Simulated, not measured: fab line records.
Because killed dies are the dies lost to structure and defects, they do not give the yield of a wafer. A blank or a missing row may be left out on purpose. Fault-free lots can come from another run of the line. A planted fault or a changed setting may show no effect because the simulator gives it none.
Chamber matching || flow sky130 || SKY_METAL3_ETCH_17 on rie_diel-02: 4 sister chambers
The step etches SiO2 in C4F8/O2/Ar, stops on TiN, time 3.9 s, target depth 15 nm. 4 wafers are shown with their chamber, then 12 later ones without.

## WAFERS PAIRED WITH THEIR CHAMBERS
{"wafer": "L088.1", "chamber": 3, "oes_product_au (a.u.)": 0.761}
{"wafer": "L091.3", "chamber": 2, "oes_product_au (a.u.)": 0.764}
{"wafer": "L091.5", "chamber": 0, "oes_product_au (a.u.)": 0.768}
{"wafer": "L091.6", "chamber": 1, "oes_product_au (a.u.)": 0.764}

## WAFERS MISSING THEIR CHAMBER
{"wafer": "L094.1", "oes_product_au (a.u.)": 0.754}
{"wafer": "L094.5", "oes_product_au (a.u.)": 0.760}
{"wafer": "L094.6", "oes_product_au (a.u.)": 0.755}
{"wafer": "L093.3", "oes_product_au (a.u.)": 0.747}
{"wafer": "L093.5", "oes_product_au (a.u.)": 0.770}
{"wafer": "L093.6", "oes_product_au (a.u.)": 0.763}
{"wafer": "L095.1", "oes_product_au (a.u.)": 0.744}
{"wafer": "L095.2", "oes_product_au (a.u.)": 0.756}
{"wafer": "L095.3", "oes_product_au (a.u.)": 0.762}
{"wafer": "L097.2", "oes_product_au (a.u.)": 0.742}
{"wafer": "L097.4", "oes_product_au (a.u.)": 0.747}
{"wafer": "L097.6", "oes_product_au (a.u.)": 0.759}

## WHICH CHAMBER EACH WENT THROUGH
{"wafer": "L094.1", "from the rows above": "can't be placed: 3 or 1 or 2 or 0", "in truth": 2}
{"wafer": "L094.5", "from the rows above": "can't be placed: 3 or 1 or 2 or 0", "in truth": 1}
{"wafer": "L094.6", "from the rows above": "can't be placed: 3 or 1 or 2 or 0", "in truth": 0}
{"wafer": "L093.3", "from the rows above": "can't be placed: 3 or 1 or 2 or 0", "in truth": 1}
{"wafer": "L093.5", "from the rows above": "can't be placed: 0 or 1 or 2 or 3", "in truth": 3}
{"wafer": "L093.6", "from the rows above": "can't be placed: 1 or 2 or 3 or 0", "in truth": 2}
{"wafer": "L095.1", "from the rows above": "can't be placed: 3 or 1 or 2 or 0", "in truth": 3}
{"wafer": "L095.2", "from the rows above": "can't be placed: 3 or 1 or 2 or 0", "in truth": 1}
{"wafer": "L095.3", "from the rows above": "can't be placed: 3 or 1 or 2 or 0", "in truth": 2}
{"wafer": "L097.2", "from the rows above": "can't be placed: 3 or 1 or 2 or 0", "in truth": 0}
{"wafer": "L097.4", "from the rows above": "can't be placed: 3 or 1 or 2 or 0", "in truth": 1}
{"wafer": "L097.6", "from the rows above": "can't be placed: 3 or 1 or 2 or 0", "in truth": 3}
Correct placement for 0 of the 12. From these rows, 12 cannot be placed; in 12 the true chamber is one of the candidates. Placed wrongly: 0.
How it was worked out, from the rows above alone: a wafer's distance from a chamber is the root of the sum, over the readings, of the square of ((its reading less the chamber's mean) divided by the reading's scatter). If the next closest chamber is less than 2 further off than the closest, the wafer can't be placed; otherwise it belongs to the closest. The mean given for a chamber averages the wafers shown for that chamber. The scatter: with one shown wafer a chamber, the root of the mean of the squares of how far each hidden wafer lies from its nearest shown one.
